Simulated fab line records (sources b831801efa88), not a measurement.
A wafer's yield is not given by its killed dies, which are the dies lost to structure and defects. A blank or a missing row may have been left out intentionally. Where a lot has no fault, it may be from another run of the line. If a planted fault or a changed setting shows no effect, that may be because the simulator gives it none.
fab line records | flow sky130
record: lots: 24 wafers: 72 last_day: 50
route steps=708 shown SD_P@327 LI_CONTACT@364 VIA1@459 METAL2@502 VIA3@594 CAP2M@603
lots that met no fault: taken from a fault-free run of the same line
start_h: start of the lot's first displayed wafer, in hours after the record's first day | wait_h: hours since the lot's step before | " the same as in the row above | L1.1+2: one row covering several wafers at once | - no value present, or no start provided | * or withheld: withheld | < > ~ a bound
route shown NAME@n: NAME is a module with steps in the file, n the number in the route of the first one | usual: mean/standard deviation of fault-free wafers | same: alike in all rows | chamber/n: place in a boat | sites: the reading at each site | _std_site: standard deviation across them | _edge_site: outer sites' mean less inner sites' | radius_mm: how far each site lies from the wafer's centre | mask NAME#n: copy n | behind: the tool/chamber that last shaped the wafer | hold: what put the lot on hold/how long, in hours/how the hold closed | device: whichever transistor did not switch (one of n, p or np) | end of line: tests of these same wafers at the route's end | a step with no rows: only its recipe | killed: dies that structure and defects cost at the first sort, which is not the same as the wafer's yield | map: per-die view of a wafer (x killed, . not killed, _ where there is no die)
set.NAME: the setting the step ran with; set.NAME@STEP: the setting that earlier step ran with | model.NAME: the simulator's own value behind a step, which no gauge read
route steps across a sampled set of lots; one table per step, one row per wafer
services: when a tool's chamber went out of use (start_h, in hours from the record's first day, below 0 if earlier), for how many hours, and the reason
== steps ==
step: SKY_SD_P_CD_MEAS_07
recipe: target_cd_nm: 380
usual: cd_nm: 380.5/2.4
columns lot.wafer tool chamber start_h wait_h cd_nm
L074.2 cd_sem-02 - 583.81 0.1 376.8
L074.4 " - " " 377.5
L074.5 " - " " 376.9
L075.1 cd_sem-02 - 595.29 0.1 382.4
L075.2 " - " " 380.5
L075.4 " - " " 382.1
L076.1 cd_sem-01 - 599.64 0.1 377.9
L076.3 " - " " 378.6
L076.6 " - " " 376.9
L077.1 cd_sem-01 - 609.89 0.1 376.2
L077.5 " - " " 377.5
L077.6 " - " " 378.9
L078.1 cd_sem-01 - 618.42 0.1 379.9
L078.3 " - " " 378.1
L078.6 " - " " 379.2
L079.3 cd_sem-01 - 621.91 0.1 381.8
L079.4 " - " " 379.8
L079.6 " - " " 379.6
L080.1 cd_sem-02 - 636.94 0.1 378.1
L080.3 " - " " 380.6
L080.4 " - " " 383.7
L081.2 cd_sem-01 - 649.61 0.1 384.1
L081.4 " - " " 383.1
L081.6 " - " " 381.8
L082.3 cd_sem-01 - 652.88 0.1 379.8
L082.4 " - " " 379.9
L082.6 " - " " 380.1
L083.4 cd_sem-01 - 671.88 0.1 383.7
L083.5 " - " " 381.7
L083.6 " - " " 385.8
L084.1 cd_sem-01 - 680.44 0.1 382.8
L084.3 " - " " 383.1
L084.6 " - " " 383.2
L086.1 cd_sem-01 - 687.72 0.1 380.9
L086.2 " - " " 380.2
L086.4 " - " " 378.5
L085.1 cd_sem-01 - 688.54 0.1 378.8
L085.3 " - " " 379.3
L085.6 " - " " 378.9
L087.1 cd_sem-01 - 696.79 0.1 382.4
L087.2 " - " " 384.0
L087.3 " - " " 384.4
L088.3 cd_sem-01 - 700.71 0.1 382.9
L088.4 " - " " 381.8
L088.5 " - " " 383.2
L089.1 cd_sem-01 - 719.24 0.1 382.1
L089.3 " - " " 383.8
L089.5 " - " " 382.8
L090.1 cd_sem-02 - 725.54 0.1 374.9
L090.3 " - " " 377.4
L090.6 " - " " 377.1
L091.3 cd_sem-01 - 734.16 0.1 380.3
L091.5 " - " " 381.7
L091.6 " - " " 380.6
L092.1 cd_sem-01 - 735.29 0.1 382.1
L092.2 " - " " 383.5
L092.5 " - " " 382.2
L093.2 cd_sem-01 - 739.84 0.1 382.9
L093.5 " - " " 379.5
L093.6 " - " " 381.0
L094.1 cd_sem-01 - 747.42 0.1 377.3
L094.4 " - " " 378.9
L094.6 " - " " 380.8
L095.2 cd_sem-01 - 755.59 0.1 382.4
L095.3 " - " " 380.3
L095.6 " - " " 382.5
L096.2 cd_sem-02 - 763.41 0.1 381.3
L096.3 " - " " 380.3
L096.6 " - " " 377.6
L097.1 cd_sem-02 - 766.97 0.1 379.8
L097.4 " - " " 377.1
L097.6 " - " " 377.0
step: SKY_LI_CONTACT_CMP_02
recipe: material: PSG down_force_psi: 4 platen_rpm: 60 pad_velocity_m_s: 0.94248
usual: edge_zone_pressure_frac: 0.999/0.005 motor_current_A: 12.1/1.2 time_to_endpoint_s: 32.4/2.4
columns lot.wafer tool chamber start_h wait_h edge_zone_pressure_frac motor_current_A time_to_endpoint_s
L074.4 cmp-01 2 643.37 0.0 0.994 11.0 30.9
L074.2 " 1 " " 0.995 12.4 30.2
L074.5 " 2 " " 0.991 11.7 34.5
L075.2 cmp-01 1 655.35 0.0 0.993 13.0 30.4
L075.4 " 2 " " 0.995 11.5 30.3
L075.1 " 0 " " 1.001 10.9 31.2
L076.3 cmp-02 2 659.50 0.1 0.998 13.6 30.0
L076.1 " 3 " " 1.000 11.3 31.7
L076.6 " 0 " " 0.994 12.7 37.0
L077.1 cmp-02 2 669.05 0.2 0.994 14.5 27.9
L077.6 " 3 " " 0.997 10.8 31.6
L077.5 " 0 " " 0.985 12.5 34.9
L078.1 cmp-01 1 678.16 0.4 1.005 12.9 33.3
L078.3 " 2 " " 1.000 11.5 33.1
L078.6 " 0 " " 1.003 10.9 31.5
L079.3 cmp-01 2 680.26 0.1 1.006 11.7 30.6
L079.4 " 3 " " 0.997 11.4 28.7
L079.6 " 3 " " 0.993 11.1 30.6
L080.1 cmp-02 0 694.22 0.1 0.997 13.1 39.1
L080.4 " 2 " " 1.001 14.7 33.1
L080.3 " 3 " " 0.993 10.5 31.6
L081.2 cmp-01 2 707.31 0.0 1.003 10.9 31.9
L081.4 " 0 " " 0.996 11.3 30.3
L081.6 " 2 " " 0.995 11.0 32.7
L082.4 cmp-01 0 711.07 0.1 1.003 11.5 36.2
L082.3 " 2 " " 1.001 11.3 33.9
L082.6 " 0 " " 0.998 11.2 33.3
L083.4 cmp-02 1 728.40 0.1 0.998 13.3 34.5
L083.6 " 0 " " 0.999 12.6 35.9
L083.5 " 1 " " 0.998 13.4 31.1
L084.3 cmp-01 3 737.23 0.0 0.998 11.6 34.9
L084.1 " 1 " " 0.999 12.9 34.3
L084.6 " 0 " " 0.999 10.7 34.5
L086.1 cmp-02 2 742.49 0.1 1.012 13.4 29.5
L086.4 " 3 " " 1.000 11.2 31.6
L086.2 " 0 " " 1.001 12.4 33.2
L085.3 cmp-01 1 743.66 0.0 1.002 13.3 30.6
L085.1 " 0 " " 0.999 10.8 29.1
L085.6 " 2 " " 1.003 11.5 29.7
L087.1 cmp-02 2 752.71 0.1 0.995 14.6 31.5
L087.2 " 3 " " 1.001 11.1 31.2
L087.3 " 0 " " 1.009 13.4 36.9
L088.3 cmp-01 1 756.09 0.0 0.997 12.5 26.0
L088.4 " 3 " " 1.004 11.6 30.9
L088.5 " 1 " " 0.999 13.0 32.1
L089.3 cmp-02 2 774.22 0.1 1.000 14.0 31.2
L089.1 " 3 " " 0.996 10.7 33.5
L089.5 " 1 " " 0.995 13.5 35.3
L090.1 cmp-02 3 780.54 0.1 0.996 10.2 30.9
L090.3 " 0 " " 1.003 13.1 34.6
L090.6 " 3 " " 0.989 10.7 34.2
L091.3 cmp-01 2 790.00 0.2 1.000 11.5 36.1
L091.6 " 3 " " 0.997 11.6 34.6
L091.5 " 0 " " 1.002 11.5 34.2
L092.2 cmp-01 0 790.91 0.1 0.997 11.0 33.1
L092.1 " 2 " " 1.003 11.6 36.3
L092.5 " 3 " " 1.007 11.7 32.4
L093.2 cmp-02 1 796.06 0.2 0.990 13.2 31.8
L093.6 " 2 " " 0.992 13.5 28.5
L093.5 " 3 " " 1.004 10.6 30.1
L094.1 cmp-02 2 801.41 0.1 1.001 14.0 29.4
L094.4 " 3 " " 1.005 11.2 31.6
L094.6 " 3 " " 0.999 10.8 32.1
L095.3 cmp-01 1 811.51 0.1 0.998 13.0 29.0
L095.2 " 2 " " 1.001 10.5 34.5
L095.6 " 0 " " 1.002 11.2 31.4
L096.3 cmp-02 2 817.62 0.0 0.999 13.7 29.2
L096.2 " 1 " " 0.997 13.7 36.1
L096.6 " 2 " " 1.002 14.7 32.3
L097.4 cmp-01 1 821.49 0.0 0.993 13.1 32.2
L097.1 " 0 " " 1.002 11.0 32.5
L097.6 " 1 " " 0.994 12.4 34.4
step: SKY_VIA1_THK_MEAS_01
recipe: reads: SiO2_of_VIA1_HDPCVD_00
usual: VIA1_HDPCVD_THK: 1031/11
columns lot.wafer tool chamber start_h wait_h VIA1_HDPCVD_THK[nm]
L074.2 film_metro-04 - 760.49 0.1 1021
L074.4 " - " " 1024
L074.5 " - " " 1031
L075.1 film_metro-04 - 770.80 0.1 1023
L075.2 " - " " 1032
L075.4 " - " " 1031
L076.1 film_metro-04 - 775.23 0.1 1032
L076.3 " - " " 1022
L076.6 " - " " 1034
L077.1 film_metro-03 - 785.87 0.1 1020
L077.5 " - " " 1017
L077.6 " - " " 1025
L078.1 film_metro-04 - 792.99 0.1 1032
L078.3 " - " " 1053
L078.6 " - " " 1029
L079.3 film_metro-04 - 794.98 0.1 1026
L079.4 " - " " 1032
L079.6 " - " " 1033
L080.1 film_metro-04 - 806.93 0.1 1021
L080.3 " - " " 1035
L080.4 " - " " 1045
L081.2 film_metro-04 - 820.84 0.1 1013
L081.4 " - " " 1025
L081.6 " - " " 1028
L082.3 film_metro-04 - 824.59 0.1 1027
L082.4 " - " " 1023
L082.6 " - " " 1034
L083.4 film_metro-03 - 841.15 0.0 1038
L083.5 " - " " 1032
L083.6 " - " " 1028
L084.1 film_metro-03 - 849.52 0.1 1045
L084.3 " - " " 1029
L084.6 " - " " 1029
L086.1 film_metro-01 - 854.31 0.1 1046
L086.2 " - " " 1036
L086.4 " - " " 1022
L085.1 film_metro-01 - 856.34 0.1 1025
L085.3 " - " " 1029
L085.6 " - " " 1021
L087.1 film_metro-04 - 863.72 0.1 1053
L087.2 " - " " 1031
L087.3 " - " " 1041
L088.3 film_metro-03 - 867.64 0.1 1033
L088.4 " - " " 1040
L088.5 " - " " 1026
L089.1 film_metro-01 - 884.72 0.1 1031
L089.3 " - " " 1032
L089.5 " - " " 1030
L090.1 film_metro-04 - 889.93 0.1 1016
L090.3 " - " " 1006
L090.6 " - " " 1013
L091.3 film_metro-04 - 898.46 0.1 1030
L091.5 " - " " 1027
L091.6 " - " " 1018
L092.1 film_metro-03 - 901.75 0.1 1015
L092.2 " - " " 1013
L092.5 " - " " 1015
L093.2 film_metro-04 - 906.58 0.1 1022
L093.5 " - " " 1027
L093.6 " - " " 1019
L094.1 film_metro-01 - 910.73 0.1 1033
L094.4 " - " " 1043
L094.6 " - " " 1040
L095.2 film_metro-03 - 920.43 0.1 1063
L095.3 " - " " 1042
L095.6 " - " " 1036
L096.2 film_metro-04 - 926.65 0.1 1030
L096.3 " - " " 1052
L096.6 " - " " 1042
L097.1 film_metro-04 - 930.17 0.1 1040
L097.4 " - " " 1049
L097.6 " - " " 1034
step: SKY_METAL2_METAL_ETCH_19
recipe: target_depth_a: 3600 stop_on: SiO2 over_etch_frac: 0.3 time_s: 78 chemistry: Cl2/BCl3 resist_sidewall_deg: 88 pressure_mtorr: 10 icp_w: 900 bias_w: 48.5 Cl2_flow_sccm: 60 bcl3_flow_sccm: 30
usual: bcl3_flow_sccm: 30.00/0.08 bias_w: 48.52/0.14 drypump_motor_current_A: 5.7/0.44 oes_product_au: 0.857/0.0058 rf_fwd_power_W: 893/3.7 throttle_valve_pct: 22.263/0.0093
columns lot.wafer tool chamber start_h wait_h bcl3_flow_sccm bias_w drypump_motor_current_A oes_product_au rf_fwd_power_W rf_hours_counter_h throttle_valve_pct
L074.2 rie_metal-02 1 816.09 0.0 29.94 48.62 5.1 0.853 894 14 22.280
L074.4 " 0 " " 30.00 48.42 6.2 0.863 896 - 22.262
L074.5 " 1 " " 29.98 48.47 5.1 0.863 899 - 22.247
L075.1 rie_metal-02 1 825.59 0.0 29.85 48.69 5.1 0.864 892 15 22.266
L075.2 " 0 " " 29.95 48.62 6.2 0.855 895 5 22.269
L075.4 " 1 " " 29.87 48.41 5.1 0.857 894 - 22.270
L076.1 rie_metal-01 1 828.52 0.0 29.97 48.76 5.5 0.857 890 5 22.274
L076.3 " 1 " " 30.01 48.52 5.5 0.866 893 - 22.253
L076.6 " 0 " " 30.06 48.61 6.3 0.853 888 - 22.254
L077.1 rie_metal-01 1 840.14 0.0 29.90 48.43 5.5 0.860 890 6 22.259
L077.5 " 1 " " 29.99 48.66 5.5 0.866 890 - 22.253
L077.6 " 0 " " 29.98 48.53 6.3 0.864 887 - 22.264
L078.1 rie_metal-01 0 847.39 0.0 29.99 48.56 6.3 0.869 887 7 22.258
L078.3 " 0 " " 29.87 48.46 6.3 0.864 887 - 22.272
L078.6 " 1 " " 29.85 48.31 5.5 0.853 888 - 22.263
L079.3 rie_metal-02 1 849.37 0.1 30.11 48.46 5.1 0.855 898 - 22.255
L079.4 " 0 " " 30.14 48.65 6.2 0.856 897 - 22.258
L079.6 " 1 " " 30.10 48.44 5.1 0.857 898 - 22.242
L080.1 rie_metal-04 1 860.34 0.0 29.95 48.49 5.4 0.854 893 8 22.283
L080.3 " 0 " " 30.01 48.49 5.7 0.863 892 - 22.237
L080.4 " 1 " " 30.02 48.54 5.4 0.859 894 - 22.261
L081.2 rie_metal-01 1 874.79 0.0 30.07 48.40 5.5 0.851 895 7 22.267
L081.4 " 0 " " 30.08 48.31 6.3 0.855 888 - 22.268
L081.6 " 0 " " 30.08 48.20 6.3 0.851 889 - 22.276
L082.3 rie_metal-01 0 879.32 0.1 29.88 48.62 6.3 0.853 888 - 22.258
L082.4 " 1 " " 29.79 48.48 5.5 0.861 891 - 22.265
L082.6 " 1 " " 29.87 48.54 5.5 0.863 893 - 22.270
L083.4 rie_metal-02 1 895.10 0.1 29.95 48.48 5.2 0.853 898 - 22.249
L083.5 " 1 " " 29.97 48.41 5.1 0.864 897 - 22.274
L083.6 " 0 " " 29.91 48.41 6.3 0.855 900 - 22.255
L084.1 rie_metal-04 1 903.42 0.0 30.05 48.28 5.4 0.848 892 10 22.245
L084.3 " 1 " " 30.00 48.50 5.4 0.847 895 - 22.263
L084.6 " 1 " " 30.22 48.32 5.4 0.847 896 - 22.261
L086.1 rie_metal-04 1 908.67 0.0 29.95 48.31 5.4 0.859 892 11 22.276
L086.2 " 0 " " 29.94 48.86 5.7 0.862 898 6 22.269
L086.4 " 0 " " 29.94 48.53 5.7 0.856 896 - 22.261
L085.1 rie_metal-01 1 909.39 0.0 29.97 48.76 5.5 0.853 892 8 22.284
L085.3 " 1 " " 30.06 48.76 5.5 0.851 891 - 22.263
L085.6 " 1 " " 30.17 48.59 5.5 0.851 895 - 22.260
L087.1 rie_metal-04 0 916.29 0.0 30.07 48.44 5.7 0.859 899 7 22.253
L087.2 " 1 " " 30.03 48.50 5.4 0.849 890 11 22.259
L087.3 " 0 " " 30.04 48.60 5.7 0.851 893 - 22.265
L088.3 rie_metal-02 0 921.30 0.1 29.99 48.51 6.2 0.852 894 - 22.255
L088.4 " 0 " " 30.03 48.45 6.2 0.847 896 - 22.262
L088.5 " 0 " " 30.01 48.44 6.2 0.850 896 - 22.264
L089.1 rie_metal-04 0 935.69 0.0 29.92 48.47 5.7 0.864 893 8 22.249
L089.3 " 0 " " 30.00 48.40 5.7 0.859 893 - 22.261
L089.5 " 1 " " 29.99 48.36 5.4 0.851 895 - 22.267
L090.1 rie_metal-02 1 941.99 0.0 30.01 48.47 5.1 0.852 892 0 22.269
L090.3 " 0 " " 29.91 48.49 6.2 0.857 901 - 22.265
L090.6 " 1 " " 29.91 48.21 5.1 0.850 895 - 22.262
L091.3 rie_metal-04 1 948.57 0.1 30.10 48.39 5.4 0.862 896 - 22.254
L091.5 " 0 " " 29.99 48.59 5.7 0.867 894 - 22.253
L091.6 " 1 " " 30.07 48.55 5.4 0.856 892 - 22.251
L092.1 rie_metal-01 1 952.79 0.0 29.92 48.55 5.5 0.857 893 10 22.256
L092.2 " 0 " " 30.19 48.57 6.3 0.861 888 12 22.250
L092.5 " 1 " " 30.10 48.55 5.5 0.852 896 - 22.256
L093.2 rie_metal-04 0 961.84 0.0 30.01 48.68 5.7 0.861 892 9 22.269
L093.5 " 0 " " 30.05 48.62 5.7 0.857 892 - 22.265
L093.6 " 1 " " 30.00 48.66 5.4 0.852 900 - 22.251
L094.1 rie_metal-01 1 963.49 0.0 29.95 48.74 5.5 0.858 897 11 22.270
L094.4 " 0 " " 29.98 48.59 6.3 0.860 885 - 22.270
L094.6 " 0 " " 29.92 48.69 6.3 0.860 887 - 22.254
L095.2 rie_metal-02 1 970.82 0.0 29.88 48.51 5.1 0.853 890 1 22.257
L095.3 " 1 " " 29.91 48.47 5.1 0.858 891 - 22.276
L095.6 " 0 " " 29.92 48.43 6.3 0.856 899 - 22.271
L096.2 rie_metal-04 0 975.62 0.0 30.24 48.60 5.7 0.856 899 10 22.261
L096.3 " 1 " " 30.03 48.59 5.4 0.864 895 - 22.267
L096.6 " 1 " " 29.91 48.45 5.4 0.860 892 - 22.260
L097.1 rie_metal-02 1 985.82 0.0 30.02 48.40 5.1 0.856 897 2 22.272
L097.4 " 1 " " 29.99 48.36 5.1 0.865 899 - 22.271
L097.6 " 1 " " 30.03 48.32 5.1 0.857 895 - 22.264
step: SKY_VIA3_CVD_21
recipe: material: W target_thk_nm: 390 time_s: 117.31 temp_c: 400 pressure_torr: 40
usual: heater_power_w: 790/39
columns lot.wafer tool chamber start_h wait_h heater_power_w since_wet_clean_h
L074.2 cvd_w-01 0 923.85 0.0 802 6
L074.4 " 1 " " 720 -
L074.5 " 0 " " 781 -
L075.1 cvd_w-02 0 934.25 0.0 818 530
L075.2 " 1 " " 851 530
L075.4 " 0 " " 785 -
L076.1 cvd_w-02 0 935.33 0.0 813 531
L076.3 " 0 " " 834 -
L076.6 " 1 " " 828 -
L077.1 cvd_w-01 1 945.18 0.0 728 27
L077.5 " 0 " " 801 -
L077.6 " 1 " " 729 -
L078.1 cvd_w-01 0 953.03 0.0 799 35
L078.3 " 1 " " 717 -
L078.6 " 0 " " 790 -
L079.3 cvd_w-01 1 961.84 0.1 740 -
L079.4 " 0 " " 778 -
L079.6 " 0 " " 788 -
L080.1 cvd_w-01 1 967.99 0.0 734 50
L080.3 " 0 " " 782 -
L080.4 " 1 " " 737 -
L081.2 cvd_w-02 0 979.68 0.0 824 576
L081.4 " 0 " " 826 -
L081.6 " 0 " " 805 -
L082.3 cvd_w-01 1 982.43 0.1 745 -
L082.4 " 0 " " 777 -
L082.6 " 1 " " 713 -
L083.4 cvd_w-02 0 997.38 0.0 820 -
L083.5 " 1 " " 821 -
L083.6 " 0 " " 801 -
L084.1 cvd_w-01 0 1010.40 0.0 784 92
L084.3 " 0 " " 783 -
L084.6 " 1 " " 725 -
L086.1 cvd_w-01 1 1012.46 0.0 718 94
L086.2 " 0 " " 808 94
L086.4 " 1 " " 749 -
L085.1 cvd_w-02 0 1014.00 0.0 808 610
L085.3 " 0 " " 801 -
L085.6 " 0 " " 788 -
L087.1 cvd_w-02 1 1017.61 0.0 841 614
L087.2 " 0 " " 779 614
L087.3 " 0 " " 788 -
L088.3 cvd_w-01 1 1022.00 0.1 737 -
L088.4 " 0 " " 766 -
L088.5 " 0 " " 800 -
L089.1 cvd_w-02 0 1038.18 0.0 806 634
L089.3 " 0 " " 814 -
L089.5 " 0 " " 799 -
L090.1 cvd_w-02 1 1043.03 0.0 818 639
L090.3 " 0 " " 828 -
L090.6 " 0 " " 817 -
L091.3 cvd_w-01 0 1047.42 0.1 782 -
L091.5 " 1 " " 717 -
L091.6 " 0 " " 790 -
L092.1 cvd_w-02 1 1051.66 0.0 836 648
L092.2 " 0 " " 797 648
L092.5 " 1 " " 836 -
L093.2 cvd_w-02 1 1060.06 0.0 849 656
L093.5 " 1 " " 833 -
L093.6 " 0 " " 799 -
L094.1 cvd_w-01 0 1060.17 0.0 787 142
L094.4 " 1 " " 755 -
L094.6 " 1 " " 732 -
L095.2 cvd_w-01 0 1067.34 0.0 792 149
L095.3 " 0 " " 802 -
L095.6 " 0 " " 790 -
L096.2 cvd_w-02 1 1070.58 0.0 855 667
L096.3 " 1 " " 850 -
L096.6 " 0 " " 828 -
L097.1 cvd_w-01 0 1080.89 0.0 786 163
L097.4 " 0 " " 795 -
L097.6 " 1 " " 723 -
step: SKY_CAP2M_CVD_00
recipe: material: SiO2 target_thk_nm: 15.5 temp_c: 400 time_s: withheld rf_w: 450
usual: heater_power_w: 679/75 rf_fwd_power_W: 442.0/1.7
columns lot.wafer tool chamber start_h wait_h heater_power_w rf_fwd_power_W
L074.2 pecvd-02 2 924.61 0.0 809 439.6
L074.4 " 0 " " 794 443.0
L074.5 " 1 " " 667 443.4
L075.1 pecvd-03 0 938.22 0.0 607 440.2
L075.2 " 1 " " 637 441.3
L075.4 " 0 " " 581 440.2
L076.1 pecvd-01 1 939.42 0.0 599 440.2
L076.3 " 0 " " 661 440.4
L076.6 " 1 " " 611 442.7
L077.1 pecvd-03 0 946.30 0.0 636 442.7
L077.5 " 1 " " 631 439.9
L077.6 " 2 " " 631 441.3
L078.1 pecvd-01 0 953.79 0.0 614 440.5
L078.3 " 2 " " 777 444.1
L078.6 " 1 " " 682 445.1
L079.3 pecvd-02 1 962.56 0.0 581 443.2
L079.4 " 0 " " 783 442.5
L079.6 " 1 " " 578 441.7
L080.1 pecvd-01 2 968.86 0.0 772 442.5
L080.3 " 1 " " 659 444.6
L080.4 " 1 " " 643 442.3
L081.2 pecvd-03 0 980.43 0.0 675 440.6
L081.4 " 2 " " 578 441.3
L081.6 " 0 " " 661 440.0
L082.3 pecvd-01 2 983.14 0.0 826 442.2
L082.4 " 1 " " 727 442.1
L082.6 " 2 " " 854 444.0
L083.4 pecvd-03 2 998.31 0.0 654 441.6
L083.5 " 0 " " 574 440.8
L083.6 " 1 " " 737 440.0
L084.1 pecvd-01 0 1011.16 0.0 608 442.5
L084.3 " 2 " " 786 445.0
L084.6 " 0 " " 610 443.1
L086.1 pecvd-01 2 1013.22 0.0 750 447.1
L086.2 " 0 " " 570 440.5
L086.4 " 1 " " 725 442.5
L085.1 pecvd-03 2 1014.76 0.0 679 441.1
L085.3 " 1 " " 720 440.6
L085.6 " 1 " " 732 439.9
L087.1 pecvd-02 1 1018.37 0.0 633 446.0
L087.2 " 0 " " 761 443.6
L087.3 " 0 " " 763 442.6
L088.3 pecvd-01 2 1022.72 0.0 715 445.3
L088.4 " 1 " " 730 443.1
L088.5 " 1 " " 754 443.1
L089.1 pecvd-03 2 1038.94 0.0 633 441.2
L089.3 " 2 " " 660 441.7
L089.5 " 0 " " 594 441.1
L090.1 pecvd-03 0 1043.82 0.0 595 443.2
L090.3 " 2 " " 578 442.9
L090.6 " 1 " " 719 441.8
L091.3 pecvd-03 0 1048.14 0.0 635 441.6
L091.5 " 1 " " 718 441.0
L091.6 " 0 " " 627 440.2
L092.1 pecvd-03 0 1052.98 0.0 544 443.0
L092.2 " 1 " " 708 441.8
L092.5 " 0 " " 541 442.3
L093.2 pecvd-01 1 1060.82 0.0 730 440.1
L093.5 " 1 " " 720 441.4
L093.6 " 2 " " 846 444.8
L094.1 pecvd-02 0 1061.02 0.0 740 443.1
L094.4 " 2 " " 864 440.3
L094.6 " 1 " " 606 443.5
L095.2 pecvd-03 0 1068.38 0.0 665 441.7
L095.3 " 2 " " 562 441.1
L095.6 " 2 " " 563 441.5
L096.2 pecvd-03 0 1071.33 0.0 631 441.2
L096.3 " 1 " " 683 439.5
L096.6 " 2 " " 574 441.5
L097.1 pecvd-03 2 1081.65 0.0 671 441.3
L097.4 " 2 " " 651 440.1
L097.6 " 2 " " 648 441.3
== services ==
columns tool chamber start_h hours kind
pecvd-03 - 640.60 9.8 repair
cmp-01 - 659.33 15.2 repair
cvd_w-01 1 660.55 2.0 repair
cmp-01 - 676.32 0.6 repair
pecvd-03 - 698.84 5.5 pm
cmp-01 - 744.00 4.0 pm
pecvd-03 - 744.19 2.8 pm
pecvd-03 1 809.21 22.5 repair
cmp-01 - 817.86 3.6 repair
cvd_w-01 - 869.33 6.9 pm
cmp-01 - 877.87 1.8 repair
pecvd-03 - 888.31 0.9 repair
cvd_w-01 0 889.53 3.9 repair
pecvd-03 2 894.16 3.4 repair
cmp-01 - 902.11 4.2 pm
cvd_w-01 - 904.00 14.0 pm
pecvd-03 - 905.70 1.0 repair
cmp-01 - 908.95 1.6 repair
cmp-01 - 926.83 20.7 pm
pecvd-03 0 939.02 5.4 repair
pecvd-03 - 982.54 1.3 repair
cmp-01 - 1011.57 0.7 repair
cmp-01 - 1045.47 1.6 repair
cmp-01 - 1054.27 0.3 repair
== key ==
fault none
